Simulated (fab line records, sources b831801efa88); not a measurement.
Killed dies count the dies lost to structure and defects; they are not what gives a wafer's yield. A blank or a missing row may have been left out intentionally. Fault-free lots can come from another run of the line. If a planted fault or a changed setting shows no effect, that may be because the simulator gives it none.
The tool behind it: which one? -- flow sky130 -- 21 wafers from 7 lots sampled at 2 of the route's 708 steps

WHAT EACH GAUGE READ, for each wafer
SKY_SONOS_TUNNEL_TW_MEAS_12.
lot,measured,on,SONOS_TUNNEL_TW
L768,day 11 12:46,filmMetro-04,194.6 195.6 194.8
L779,day 15 05:19,filmMetro-01,29.5 29.7 29.6
L781,day 16 05:58,filmMetro-04,195.5 196.6 195.5
L784,day 17 11:11,filmMetro-04,196.0 196.7 197.4
L786,day 18 02:13,filmMetro-02,198.0 197.9 198.3
L788,day 18 12:31,filmMetro-01,197.1 196.1 196.8
L789,day 19 02:34,filmMetro-01,195.6 195.2 194.2

WHAT TOOL EACH LOT RAN ON (gives the tool, then ch and the chambers of the sampled wafers, and finally the start)
lot,SKY_SONOS_TUNNEL_IMPLANT_09
L768,"implanter-03 ch 0, day 11 12:16"
L779,"implanter-03, day 15 04:55"
L781,"implanter-04 ch 0, day 16 05:32"
L784,"implanter-02 ch 0, day 17 10:47"
L786,"implanter-03 ch 0, day 18 01:49"
L788,"implanter-03 ch 0, day 18 12:07"
L789,"implanter-02 ch 0, day 19 01:57"
- SKY_SONOS_TUNNEL_IMPLANT_09

THE ANSWER, worked out from the rows above alone
Rule: the usual values come from the lots themselves. Put in order of their means at a reading, lots are off if they are a third of the lots or fewer, leave a main group of 4 or more, and stand apart from it by a gap of 3 or more times the standard deviation of the main group's means; of several such gaps the widest counts. A main group whose means are all the same, to the digits that the tables above print for the reading, isn't used. A lot without any number at a reading at which 4 lots or more have one is off too. All remaining lots with rows at the step are treated as sound.
Off: L779, at SKY_SONOS_TUNNEL_TW_MEAS_12 (SONOS_TUNNEL_TW). The main group has a mean of 196.2 with a standard deviation of 1.1.
If a tool, at a process step before that reading, ran all the lots that are off and no sound lot after the first of them, it fits. Those tools and the gauges at SKY_SONOS_TUNNEL_TW_MEAS_12 are tried in the same way. Not one of the candidates tried fits.

WHAT WAS PUT IN BY THE SIMULATOR
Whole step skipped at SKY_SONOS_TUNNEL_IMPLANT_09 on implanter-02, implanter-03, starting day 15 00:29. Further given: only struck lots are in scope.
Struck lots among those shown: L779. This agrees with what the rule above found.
